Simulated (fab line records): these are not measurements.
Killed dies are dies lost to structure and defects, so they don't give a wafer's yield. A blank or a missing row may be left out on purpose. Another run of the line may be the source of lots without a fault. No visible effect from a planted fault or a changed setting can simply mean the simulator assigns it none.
fab line records | flow gf180mcu
[record] lots = 24 wafers = 72 lastDay = 34
route steps=602 shown DNWELL@41 V2@397 M3@415 M4@462 V4@502
lots with no fault: from the same line, run without faults
startH: the number of hours between the record's first day and the start of the first shown wafer of the lot | waitH: hours from the lot's prior step to this one | " the same as in the row above | L1.1+2: a row that stands for several wafers | - no value present, or no start provided | * or withheld: withheld | < > ~ a bound
route shown NAME@n: names a module that has steps shown in the file, with the first one's number in the route | usual: the fault-free wafers' mean and standard deviation | same: alike in all rows | chamber/n: place in a boat | sites: the reading at each site | _std_site: how widely they spread, as a standard deviation | _edge_site: mean of outer sites minus mean of inner sites | radiusMm: how far each site lies from the wafer's centre | mask NAME#n: copy n | behind: the last tool/chamber to shape the wafer | hold: the reason the lot was held/the length of the hold in hours/how it ended | device: whichever transistor did not switch (one of n, p or np) | end of line: tests run on the same wafers once the route is complete | step lacking rows: just its recipe | killed: dies that structure and defects cost at the first sort, which is not the same as the wafer's yield | map: shows each die of a wafer: x if killed, . if not, _ if none is there
set.NAME: setting as actually run; set.NAME@STEP: the setting as run at that earlier step | model.NAME: the simulator's own value behind a step, which no gauge read
steps of the route over a sample of lots; a table a step, a row a wafer
services: from which hour (startH, from the record's first day; less than 0 if before it) a tool's chamber was out of use, for how many hours, and why
[[steps]]
[step GF_DNWELL_TW_MEAS_09]
[usual] DNWELL_TW = 1352/11
// columns lot.wafer tool chamber startH waitH DNWELL_TW
L074.2 filmMetro-02 - 42.94 0.1 1346
L074.3 " - " " 1348
L074.5 " - " " 1336
L075.2 filmMetro-01 - 47.83 0.1 1339
L075.3 " - " " 1340
L075.6 " - " " 1332
L076.1 filmMetro-01 - 52.08 0.1 1358
L076.3 " - " " 1355
L076.5 " - " " 1360
L077.1 filmMetro-01 - 59.08 0.1 1350
L077.2 " - " " 1355
L077.6 " - " " 1345
L078.1 filmMetro-01 - 63.18 0.1 1353
L078.3 " - " " 1353
L078.6 " - " " 1349
L079.3 filmMetro-01 - 68.69 0.1 1353
L079.4 " - " " 1361
L079.6 " - " " 1345
L080.1 filmMetro-02 - 74.08 0.1 1335
L080.2 " - " " 1346
L080.6 " - " " 1338
L081.1 filmMetro-04 - 79.32 0.1 1358
L081.3 " - " " 1370
L081.4 " - " " 1361
L082.2 filmMetro-02 - 84.69 0.1 1335
L082.4 " - " " 1342
L082.6 " - " " 1345
L083.3 filmMetro-01 - 90.40 0.1 1353
L083.5 " - " " 1351
L083.6 " - " " 1343
L084.1 filmMetro-02 - 96.71 0.1 1337
L084.2 " - " " 1343
L084.6 " - " " 1350
L085.3 filmMetro-04 - 101.75 0.1 1361
L085.5 " - " " 1354
L085.6 " - " " 1362
L086.2 filmMetro-04 - 107.04 0.1 1363
L086.5 " - " " 1365
L086.6 " - " " 1369
L087.1 filmMetro-04 - 118.25 0.1 1365
L087.4 " - " " 1365
L087.6 " - " " 1374
L088.2 filmMetro-01 - 118.96 0.1 1346
L088.4 " - " " 1355
L088.5 " - " " 1344
L089.1 filmMetro-01 - 121.68 0.1 1343
L089.2 " - " " 1346
L089.4 " - " " 1351
L090.3 filmMetro-04 - 127.58 0.1 1372
L090.4 " - " " 1369
L090.6 " - " " 1367
L091.1 filmMetro-01 - 132.16 0.1 1364
L091.2 " - " " 1361
L091.3 " - " " 1366
L092.2 filmMetro-02 - 137.84 0.1 1357
L092.4 " - " " 1368
L092.6 " - " " 1358
L093.2 filmMetro-02 - 142.42 0.1 1338
L093.5 " - " " 1338
L093.6 " - " " 1341
L094.1 filmMetro-04 - 148.71 0.1 1351
L094.5 " - " " 1357
L094.6 " - " " 1368
L095.1 filmMetro-02 - 154.53 0.1 1338
L095.2 " - " " 1334
L095.4 " - " " 1333
L096.1 filmMetro-04 - 162.08 0.1 1364
L096.3 " - " " 1363
L096.6 " - " " 1361
L097.2 filmMetro-01 - 167.59 0.1 1342
L097.3 " - " " 1344
L097.4 " - " " 1333
[step GF_V2_OVL_MEAS_15]
[usual] V2_OVL = -3/5.5
// columns lot.wafer tool chamber startH waitH V2_OVL[nm]
L074.2 overlay-02 - 462.99 0.1 4
L074.3 " - " " -9
L074.5 " - " " -4
L075.2 overlay-01 - 474.33 0.1 -3
L075.3 " - " " -1
L075.6 " - " " -3
L076.1 overlay-02 - 483.07 0.1 2
L076.3 " - " " 1
L076.5 " - " " 3
L078.1 overlay-02 - 498.47 0.1 -4
L078.3 " - " " -3
L078.6 " - " " -4
L077.1 overlay-01 - 500.83 0.1 1
L077.2 " - " " -3
L077.6 " - " " -5
L079.3 overlay-02 - 501.88 0.1 -11
L079.4 " - " " -12
L079.6 " - " " -13
L080.1 overlay-01 - 517.38 0.1 0
L080.2 " - " " -5
L080.6 " - " " -5
L081.1 overlay-02 - 523.93 0.1 -3
L081.3 " - " " -3
L081.4 " - " " -5
L082.2 overlay-01 - 536.64 0.1 6
L082.4 " - " " 11
L082.6 " - " " 3
L083.3 overlay-02 - 543.68 0.1 -3
L083.5 " - " " -1
L083.6 " - " " -2
L084.1 overlay-01 - 549.87 0.1 -3
L084.2 " - " " -2
L084.6 " - " " -3
L085.3 overlay-01 - 563.86 0.1 4
L085.5 " - " " 6
L085.6 " - " " 13
L086.2 overlay-01 - 570.82 0.1 -9
L086.5 " - " " -5
L086.6 " - " " -8
L087.1 overlay-01 - 585.28 0.1 -5
L087.4 " - " " -11
L087.6 " - " " -13
L088.2 overlay-01 - 587.37 0.1 1
L088.4 " - " " -3
L088.5 " - " " 2
L089.1 overlay-02 - 592.48 0.1 -5
L089.2 " - " " -6
L089.4 " - " " -1
L090.3 overlay-02 - 598.24 0.1 -10
L090.4 " - " " -1
L090.6 " - " " -2
L091.1 overlay-02 - 604.97 0.1 -5
L091.2 " - " " 4
L091.3 " - " " -7
L092.2 overlay-01 - 611.82 0.1 -8
L092.4 " - " " -7
L092.6 " - " " -6
L093.2 overlay-02 - 617.50 0.1 -8
L093.5 " - " " -6
L093.6 " - " " -3
L094.1 overlay-02 - 626.22 0.1 -1
L094.5 " - " " 6
L094.6 " - " " 0
L095.1 overlay-01 - 635.93 0.1 -5
L095.2 " - " " 5
L095.4 " - " " -1
L096.1 overlay-02 - 643.09 0.1 -11
L096.3 " - " " -3
L096.6 " - " " -6
L097.2 overlay-02 - 652.15 0.1 0
L097.3 " - " " -5
L097.4 " - " " -6
[step GF_M3_THK_MEAS_06]
[recipe] thkMeasGauge = xrf reads = AlCu_of_M3_SPUTTER_02
[usual] M3_ALCU_THK = 446/4.6
// columns lot.wafer tool chamber startH waitH M3_ALCU_THK[nm]
L074.2 filmMetro-03 - 464.72 0.1 448
L074.3 " - " " 446
L074.5 " - " " 444
L075.2 filmMetro-03 - 476.06 0.1 455
L075.3 " - " " 448
L075.6 " - " " 446
L076.1 filmMetro-01 - 484.80 0.1 443
L076.3 " - " " 443
L076.5 " - " " 443
L078.1 filmMetro-01 - 500.20 0.1 448
L078.3 " - " " 447
L078.6 " - " " 445
L077.1 filmMetro-03 - 502.56 0.1 442
L077.2 " - " " 441
L077.6 " - " " 443
L079.3 filmMetro-03 - 503.62 0.1 443
L079.4 " - " " 440
L079.6 " - " " 442
L080.1 filmMetro-02 - 519.51 0.1 446
L080.2 " - " " 449
L080.6 " - " " 450
L081.1 filmMetro-02 - 525.96 0.1 454
L081.3 " - " " 448
L081.4 " - " " 447
L082.2 filmMetro-03 - 538.39 0.1 447
L082.4 " - " " 452
L082.6 " - " " 453
L083.3 filmMetro-02 - 545.42 0.1 442
L083.5 " - " " 443
L083.6 " - " " 445
L084.1 filmMetro-02 - 551.63 0.1 456
L084.2 " - " " 451
L084.6 " - " " 455
L085.3 filmMetro-02 - 565.60 0.1 441
L085.5 " - " " 440
L085.6 " - " " 440
L086.2 filmMetro-01 - 572.56 0.1 440
L086.5 " - " " 434
L086.6 " - " " 437
L087.1 filmMetro-01 - 587.04 0.1 444
L087.4 " - " " 442
L087.6 " - " " 439
L088.2 filmMetro-01 - 589.15 0.1 447
L088.4 " - " " 448
L088.5 " - " " 453
L089.1 filmMetro-01 - 594.21 0.1 447
L089.2 " - " " 449
L089.4 " - " " 448
L090.3 filmMetro-02 - 599.98 0.1 446
L090.4 " - " " 442
L090.6 " - " " 447
L091.1 filmMetro-02 - 606.73 0.1 451
L091.2 " - " " 444
L091.3 " - " " 447
L092.2 filmMetro-02 - 613.57 0.1 442
L092.4 " - " " 442
L092.6 " - " " 444
L093.2 filmMetro-01 - 619.24 0.1 449
L093.5 " - " " 444
L093.6 " - " " 444
L094.1 filmMetro-02 - 627.98 0.1 451
L094.5 " - " " 454
L094.6 " - " " 443
L095.1 filmMetro-01 - 637.67 0.1 448
L095.2 " - " " 452
L095.4 " - " " 449
L096.1 filmMetro-03 - 644.83 0.1 444
L096.3 " - " " 440
L096.6 " - " " 438
L097.2 filmMetro-03 - 653.88 0.1 448
L097.3 " - " " 448
L097.4 " - " " 446
[step GF_M3_METAL_ETCH_16]
[recipe] chemistry = Cl2/BCl3 maskMaterial = KrF targetDepthNm = 627.5 stopOn = SiO2 pressureMtorr = 8 icpW = 800 biasW = 140 Cl2_flow_sccm = 80 bcl3FlowSccm = 40 timeS = 104.6
[usual] drypumpMotorCurrentA = 5.8/0.35 oesProductAu = 0.973/0.0062 throttleValvePct = 28.248/0.01
// columns lot.wafer tool chamber startH waitH drypumpMotorCurrentA oesProductAu rfHoursCounterH throttleValvePct
L074.2 rieMetal-04 0 488.83 0.0 5.7 0.977 9 28.252
L074.3 " 0 " " 5.7 0.967 - 28.243
L074.5 " 0 " " 5.6 0.966 - 28.279
L075.2 rieMetal-04 0 499.28 0.0 5.6 0.981 9 28.239
L075.3 " 0 " " 5.7 0.974 - 28.260
L075.6 " 1 " " 5.5 0.968 - 28.244
L076.1 rieMetal-01 0 508.32 0.0 6.3 0.979 6 28.253
L076.3 " 1 " " 5.1 0.970 - 28.246
L076.5 " 0 " " 6.3 0.969 - 28.232
L078.1 rieMetal-01 1 523.73 0.0 5.1 0.972 10 28.250
L078.3 " 0 " " 6.3 0.976 - 28.248
L078.6 " 1 " " 5.0 0.975 - 28.256
L077.1 rieMetal-02 1 525.28 0.0 6.2 0.974 13 28.255
L077.2 " 0 " " 5.7 0.970 3 28.236
L077.6 " 1 " " 6.2 0.971 - 28.255
L079.3 rieMetal-04 0 526.35 0.1 5.6 0.969 - 28.255
L079.4 " 1 " " 5.5 0.959 - 28.261
L079.6 " 0 " " 5.7 0.971 - 28.240
L080.1 rieMetal-04 1 542.19 0.0 5.5 0.967 8 28.246
L080.2 " 0 " " 5.7 0.971 10 28.249
L080.6 " 0 " " 5.6 0.977 - 28.263
L081.1 rieMetal-02 0 548.63 0.0 5.7 0.977 4 28.242
L081.3 " 0 " " 5.7 0.969 - 28.244
L081.4 " 0 " " 5.7 0.966 - 28.245
L082.2 rieMetal-04 1 560.93 0.0 5.6 0.970 8 28.238
L082.4 " 1 " " 5.6 0.978 - 28.253
L082.6 " 0 " " 5.6 0.981 - 28.225
L083.3 rieMetal-04 1 567.81 0.1 5.5 0.968 - 28.240
L083.5 " 1 " " 5.5 0.980 - 28.260
L083.6 " 1 " " 5.6 0.976 - 28.251
L084.1 rieMetal-04 1 573.33 0.0 5.5 0.980 9 28.229
L084.2 " 1 " " 5.5 0.980 - 28.248
L084.6 " 1 " " 5.5 0.986 - 28.237
L085.3 rieMetal-02 1 587.52 0.1 6.3 0.964 - 28.246
L085.5 " 1 " " 6.2 0.970 - 28.238
L085.6 " 0 " " 5.7 0.972 - 28.247
L086.2 rieMetal-02 0 593.59 0.0 5.7 0.965 6 28.258
L086.5 " 1 " " 6.2 0.971 - 28.250
L086.6 " 0 " " 5.8 0.967 - 28.254
L087.1 rieMetal-02 0 608.03 0.0 5.7 0.966 6 28.245
L087.4 " 1 " " 6.3 0.970 - 28.268
L087.6 " 1 " " 6.2 0.967 - 28.265
L088.2 rieMetal-04 0 610.76 0.0 5.6 0.964 12 28.242
L088.4 " 0 " " 5.6 0.975 - 28.250
L088.5 " 1 " " 5.6 0.977 - 28.243
L089.1 rieMetal-01 0 614.93 0.0 6.2 0.971 9 28.251
L089.2 " 0 " " 6.2 0.965 - 28.248
L089.4 " 0 " " 6.2 0.975 - 28.241
L090.3 rieMetal-01 0 621.34 0.1 6.3 0.977 - 28.254
L090.4 " 0 " " 6.2 0.970 - 28.235
L090.6 " 0 " " 6.2 0.976 - 28.254
L091.1 rieMetal-02 0 626.99 0.0 5.8 0.979 7 28.243
L091.2 " 1 " " 6.2 0.974 2 28.243
L091.3 " 1 " " 6.2 0.971 - 28.245
L092.2 rieMetal-02 1 633.99 0.0 6.2 0.979 2 28.261
L092.4 " 0 " " 5.7 0.975 - 28.261
L092.6 " 0 " " 5.8 0.974 - 28.253
L093.2 rieMetal-04 1 639.67 0.1 5.5 0.975 - 28.247
L093.5 " 1 " " 5.5 0.979 - 28.242
L093.6 " 1 " " 5.5 0.968 - 28.250
L094.1 rieMetal-04 0 648.64 0.0 5.6 0.967 0 28.246
L094.5 " 1 " " 5.5 0.986 - 28.244
L094.6 " 0 " " 5.6 0.969 - 28.254
L095.1 rieMetal-01 0 657.58 0.0 6.3 0.980 11 28.235
L095.2 " 1 " " 5.0 0.975 1 28.243
L095.4 " 1 " " 5.0 0.974 - 28.258
L096.1 rieMetal-02 0 664.23 0.0 5.7 0.964 8 28.218
L096.3 " 0 " " 5.7 0.971 - 28.252
L096.6 " 0 " " 5.7 0.964 - 28.243
L097.2 rieMetal-02 1 671.99 0.0 6.2 0.970 3 28.259
L097.3 " 0 " " 5.7 0.979 - 28.247
L097.4 " 1 " " 6.2 0.974 - 28.249
[step GF_M4_THK_MEAS_06]
[recipe] thkMeasGauge = xrf reads = AlCu_of_M4_SPUTTER_02
[usual] M4_ALCU_THK = 446/5.6
// columns lot.wafer tool chamber startH waitH M4_ALCU_THK[nm]
L074.2 filmMetro-02 - 515.12 0.1 448
L074.3 " - " " 445
L074.5 " - " " 442
L075.2 filmMetro-02 - 526.27 0.1 449
L075.3 " - " " 444
L075.6 " - " " 449
L076.1 filmMetro-04 - 534.64 0.1 454
L076.3 " - " " 450
L076.5 " - " " 455
L078.1 filmMetro-04 - 549.68 0.1 452
L078.3 " - " " 457
L078.6 " - " " 448
L077.1 filmMetro-01 - 551.28 0.1 442
L077.2 " - " " 445
L077.6 " - " " 436
L079.3 filmMetro-04 - 552.40 0.1 434
L079.4 " - " " 442
L079.6 " - " " 441
L080.1 filmMetro-01 - 567.85 0.1 451
L080.2 " - " " 443
L080.6 " - " " 448
L081.1 filmMetro-02 - 573.61 0.1 442
L081.3 " - " " 448
L081.4 " - " " 438
L082.2 filmMetro-01 - 585.60 0.1 448
L082.4 " - " " 448
L082.6 " - " " 442
L083.3 filmMetro-04 - 592.78 0.1 445
L083.5 " - " " 450
L083.6 " - " " 444
L084.1 filmMetro-01 - 598.08 0.1 448
L084.2 " - " " 444
L084.6 " - " " 448
L085.3 filmMetro-01 - 611.45 0.1 452
L085.5 " - " " 449
L085.6 " - " " 450
L086.2 filmMetro-02 - 617.37 0.1 442
L086.5 " - " " 442
L086.6 " - " " 440
L087.1 filmMetro-01 - 631.70 0.1 452
L087.4 " - " " 454
L087.6 " - " " 459
L088.2 filmMetro-02 - 635.01 0.1 441
L088.4 " - " " 441
L088.5 " - " " 447
L089.1 filmMetro-02 - 638.23 0.1 439
L089.2 " - " " 437
L089.4 " - " " 444
L090.3 filmMetro-02 - 645.19 0.1 448
L090.4 " - " " 444
L090.6 " - " " 444
L091.1 filmMetro-04 - 650.30 0.1 445
L091.2 " - " " 444
L091.3 " - " " 440
L092.2 filmMetro-01 - 657.15 0.1 455
L092.4 " - " " 449
L092.6 " - " " 449
L093.2 filmMetro-04 - 662.51 0.1 441
L093.5 " - " " 446
L093.6 " - " " 442
L094.1 filmMetro-01 - 670.93 0.1 436
L094.5 " - " " 441
L094.6 " - " " 438
L095.1 filmMetro-02 - 679.95 0.1 448
L095.2 " - " " 458
L095.4 " - " " 449
L096.1 filmMetro-01 - 686.42 0.1 453
L096.3 " - " " 450
L096.6 " - " " 452
L097.2 filmMetro-01 - 693.99 0.1 444
L097.3 " - " " 445
L097.4 " - " " 440
[step GF_V4_CMP_26]
[recipe] stopOn = SiO2 downForcePsi = 3.5 platenRpm = 60 tOverpolishS = 15 targetThkNm = 0 padVelocityMS = 0.94248
[usual] motorCurrentA = 11.2/1.1 overpolishRunS = 15.001/0.0091 timeToEndpointS = 86/3.3
// columns lot.wafer tool chamber startH waitH motorCurrentA overpolishRunS timeToEndpointS
L074.2 cmp-02 3 562.42 0.1 12.2 14.997 83
L074.3 " 0 " " 10.2 15.004 81
L074.5 " 2 " " 12.3 15.005 85
L075.2 cmp-02 3 573.76 0.1 11.9 15.003 83
L075.3 " 0 " " 10.0 14.990 80
L075.6 " 2 " " 12.7 15.000 84
L076.1 cmp-02 3 580.86 0.1 12.1 15.004 82
L076.3 " 2 " " 12.8 14.997 86
L076.5 " 3 " " 11.7 15.004 82
L078.3 cmp-01 2 594.97 0.0 10.7 15.007 87
L078.1 " 0 " " 12.2 14.999 83
L078.6 " 2 " " 9.6 15.011 89
L077.2 cmp-01 0 597.01 0.1 12.3 14.988 82
L077.1 " 1 " " 11.8 14.993 87
L077.6 " 3 " " 10.9 14.990 83
L079.3 cmp-01 2 598.08 0.0 9.9 15.004 88
L079.4 " 1 " " 12.4 14.997 84
L079.6 " 2 " " 10.5 14.990 86
L080.2 cmp-02 2 612.53 0.1 13.1 15.004 86
L080.1 " 3 " " 11.7 15.000 83
L080.6 " 2 " " 12.3 14.981 91
L081.1 cmp-02 2 618.86 0.1 12.5 15.011 83
L081.4 " 3 " " 11.4 14.996 80
L081.3 " 1 " " 9.2 15.003 86
L082.4 cmp-01 3 629.98 0.1 10.3 14.988 86
L082.2 " 1 " " 12.1 14.997 90
L082.6 " 2 " " 10.1 14.991 94
L083.3 cmp-01 1 636.77 0.1 11.5 15.014 89
L083.6 " 0 " " 12.4 15.001 86
L083.5 " 1 " " 11.9 14.994 89
L084.2 cmp-02 0 642.35 0.0 10.5 14.996 85
L084.1 " 2 " " 12.1 15.017 85
L084.6 " 0 " " 10.1 15.001 82
L085.3 cmp-01 2 654.66 0.1 10.3 15.003 85
L085.5 " 0 " " 12.0 14.988 82
L085.6 " 1 " " 11.6 14.998 85
L086.2 cmp-02 2 660.12 0.1 13.1 15.004 86
L086.5 " 1 " " 9.1 15.003 86
L086.6 " 2 " " 12.6 15.026 89
L087.1 cmp-01 1 673.67 0.1 11.6 14.998 90
L087.4 " 2 " " 10.7 14.998 90
L087.6 " 0 " " 12.1 14.986 85
L088.2 cmp-01 1 676.83 0.1 11.7 15.009 87
L088.4 " 2 " " 10.6 15.021 89
L088.5 " 0 " " 11.6 15.000 85
L089.2 cmp-01 2 680.42 0.1 9.9 15.015 86
L089.4 " 3 " " 10.8 14.986 80
L089.1 " 0 " " 11.5 14.993 80
L090.3 cmp-01 0 686.21 0.1 12.4 14.998 85
L090.4 " 1 " " 12.3 14.985 86
L090.6 " 2 " " 10.6 14.995 89
L091.3 cmp-02 0 691.37 0.0 10.8 15.015 85
L091.2 " 1 " " 9.3 15.002 87
L091.1 " 3 " " 12.0 14.987 86
L092.4 cmp-01 3 697.87 0.0 10.1 15.003 84
L092.2 " 0 " " 11.8 14.998 78
L092.6 " 0 " " 12.4 14.998 85
L093.2 cmp-02 1 703.51 0.0 9.0 14.985 87
L093.6 " 1 " " 9.3 15.004 86
L093.5 " 2 " " 12.3 15.008 90
L094.1 cmp-02 2 710.73 0.1 12.6 15.002 92
L094.6 " 2 " " 11.8 15.003 89
L094.5 " 3 " " 11.7 15.000 88
L095.2 cmp-02 2 719.45 0.3 12.8 15.007 86
L095.4 " 3 " " 12.3 14.990 86
L095.1 " 0 " " 10.6 14.989 86
L096.1 cmp-02 3 725.46 0.1 12.3 15.002 90
L096.3 " 1 " " 9.2 15.015 89
L096.6 " 3 " " 12.5 15.010 89
L097.4 cmp-02 1 733.77 0.2 9.3 15.022 87
L097.3 " 2 " " 12.3 15.010 88
L097.2 " 3 " " 12.4 15.009 89
[[services]]
// columns tool chamber startH hours kind
cmp-01 - 520.70 0.4 repair
cmp-02 - 525.08 3.2 repair
rieMetal-02 1 542.98 - clean
rieMetal-02 1 542.98 21.0 scheduledDown
rieMetal-02 1 542.98 21.0 ventCycle
rieMetal-02 0 552.33 6.0 repair
rieMetal-04 0 563.18 12.8 repair
cmp-01 - 572.21 4.0 pm
cmp-01 - 576.21 - consumableReplace:conditioner
cmp-01 - 576.21 - consumableReplace:pad
cmp-02 - 591.07 0.6 repair
rieMetal-02 - 599.28 0.2 repair
rieMetal-01 0 604.34 2.3 repair
rieMetal-01 1 606.68 - clean
rieMetal-01 1 606.68 19.3 scheduledDown
cmp-01 - 608.49 7.0 pm
rieMetal-04 0 621.54 - clean
rieMetal-04 0 621.54 18.6 scheduledDown
rieMetal-04 0 621.54 18.6 ventCycle
rieMetal-02 - 676.41 0.4 repair
cmp-02 - 686.07 4.8 pm
rieMetal-01 0 699.67 2.9 repair
cmp-01 - 700.91 1.2 repair
cmp-01 - 718.70 4.0 repair
[[key]]
fault none
